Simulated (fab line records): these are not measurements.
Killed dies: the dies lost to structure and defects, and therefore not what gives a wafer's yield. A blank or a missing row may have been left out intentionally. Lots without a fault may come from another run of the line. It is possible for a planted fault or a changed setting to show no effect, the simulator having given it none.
Struck lot and sound lot, side by side    flow sky130    35 steps out of a route of 708
Sound: these wafers, L930.1, L930.2, L930.4. Struck: wafers L945.1, L945.5 (left out: L945.6, a lot-mate that was not struck); the cause follows at the end.
At each step with rows: each side's tool, then ch and its chambers, then its first start. Under that, the readings that differ: sound wafers    struck wafers    difference of the means    sigmas: that difference in standard deviations of wafers without a fault.
alike: a reading whose means differ by less than 2 such deviations, as well as words and numbers matching on both sides. not compared: withheld readings; readings where some wafer has no value; bounds like >300 that might hide an equal value; numbers whose values overlap and for which the record gives no deviation.
Wherever a step has rows on one side only, a row that says differs or no value, or a row with sigmas, the two part there. Non-overlapping numbers with no deviation appear without sigmas and do not part them. Lack of a reading on every wafer of one side parts them only where that side has two or more wafers.

first, 10 steps without rows for these wafers: SKY_METAL1_HMDS_08 (prime time 60 s); SKY_METAL1_COAT_09 (resist thk 60 nm); SKY_METAL1_COAT_10 (resist thk 450 nm); SKY_METAL1_SOFTBAKE_11 (time 90 s); SKY_METAL1_EXPOSE_12 (exposes mask MM1, target cd 140 nm); SKY_METAL1_PEB_13; SKY_METAL1_DEVELOP_14 (develop time 60 s); SKY_METAL1_DESCUM_17 (chemistry O2, time 8 s); SKY_METAL1_ETCH_18 (etches BARC in N2/H2, stops on SiO2, time 45.9 s, target depth 60 nm); SKY_METAL1_METAL_ETCH_19 (etches the open film in Cl2/BCl3, stops on SiO2, target depth 360 nm, time 78 s).
SKY_METAL1_STRIP_20: strips in O2/N2.
  sound on plasma_asher-04 ch 0,1, day 34 20:36; struck on plasma_asher-01 ch 1, day 39 06:21
  alike: drypump_motor_current_A, o2_flow_sccm, oes_product_au, strip_time_to_endpoint_s
  not compared: rf_hours_counter_h
then, 23 steps without rows for these wafers: SKY_METAL1_STRIP_21 (strips in post etch residue remover, time 1200 s); SKY_METAL1_CLEAN_22 (cleans in IPA, time 180 s); SKY_METAL1_CLEAN_23 (cleans in O3/DIW); SKY_VIA1_HDPCVD_00 (deposits SiO2, target thk 1030 nm, time 171.7 s); SKY_VIA1_CMP_02 (polishes SiO2); SKY_VIA1_DEHYDRATE_04 (time 60 s); SKY_VIA1_HMDS_05 (prime time 60 s); SKY_VIA1_COAT_06 (resist thk 60 nm); SKY_VIA1_COAT_07 (resist thk 450 nm); SKY_VIA1_SOFTBAKE_08 (time 90 s); SKY_VIA1_EXPOSE_09 (exposes mask VIM, target cd 150 nm); SKY_VIA1_PEB_10; SKY_VIA1_DEVELOP_11 (develop time 60 s); SKY_VIA1_ETCH_14 (etches BARC in N2/H2, stops on SiO2, time 45.9 s, target depth 60 nm); SKY_VIA1_ETCH_15 (etches SiO2 in C4F8/O2/Ar, stops on TiN, target depth 351 nm, time 54 s); SKY_VIA1_STRIP_16 (strips in O2/N2); SKY_VIA1_STRIP_17 (strips in post etch residue remover, time 1200 s); SKY_VIA1_CLEAN_18 (cleans in IPA, time 180 s); SKY_VIA1_CLEAN_19 (cleans in O3/DIW); SKY_VIA1_SPUTTER_20 (material TiN, target thk 20 nm, time 80 s); SKY_VIA1_CVD_21 (deposits W, target thk 270 nm, time 80.902 s); SKY_VIA1_CMP_24 (polishes, stops on SiO2, t overpolish 15 s, target thk 0 nm); SKY_METAL2_SPUTTER_00 (material Ti, target thk 15 nm, time 10 s).
-- the record jumps here: 11 days lie between the struck wafers' starts before and after (it left off in module METAL2 and takes up again in module PAD_OPEN, whose first step shown is number 708 of the route) --
SKY_PAD_OPEN_PROBE_99:
  struck on prober-01, day 50 13:44; sound on prober-02, day 47 11:47
reading                                sound              struck       difference  sigmas
defect_limited_yield (%)               83.1 82.3 81.1     75.0 74.4    -7.5        -4
killed_at_M0_to_M3                     34 52 45           84 90        +43         +6
killed_dies                            83 87 93           123 126      +37         +4
killed_open                            46 50 61           33 39        -16         -2
sort_bin_3_pad_short (%)               0.8 1.0 1.4        2.8 2.2      +1.4        +4
sort_bin_5_function (%)                11.6 10.4 11.6     16.9 16.5    +5.5        +4
sort_n_pass                            409 405 399        369 366      -37         -4
sort_yield_pct (%)                     83.1 82.3 81.1     75.0 74.4    -7.5        -4
model.etest.tester.sort_n_pass         409 405 399        369 366      -37         
model.etest.tester.sort_yield_pct (%)  83.13 82.32 81.1   75 74.39     -7          
model.etest.tester.sort_bin_5_pct (%)  11.59 10.37 11.59  16.87 16.46  +5.48       
model.etest.tester.sort_bin_3_pct (%)  0.813 1.016 1.423  2.846 2.236  +1.457      
  alike: killed_at_M4_up, killed_at_contacts, killed_at_front_end, killed_at_other, killed_short, sort_bin_6_memory

WHERE THEY PART
Only at SKY_PAD_OPEN_PROBE_99, as far as this record shows.

WHY: whatever the simulator had introduced
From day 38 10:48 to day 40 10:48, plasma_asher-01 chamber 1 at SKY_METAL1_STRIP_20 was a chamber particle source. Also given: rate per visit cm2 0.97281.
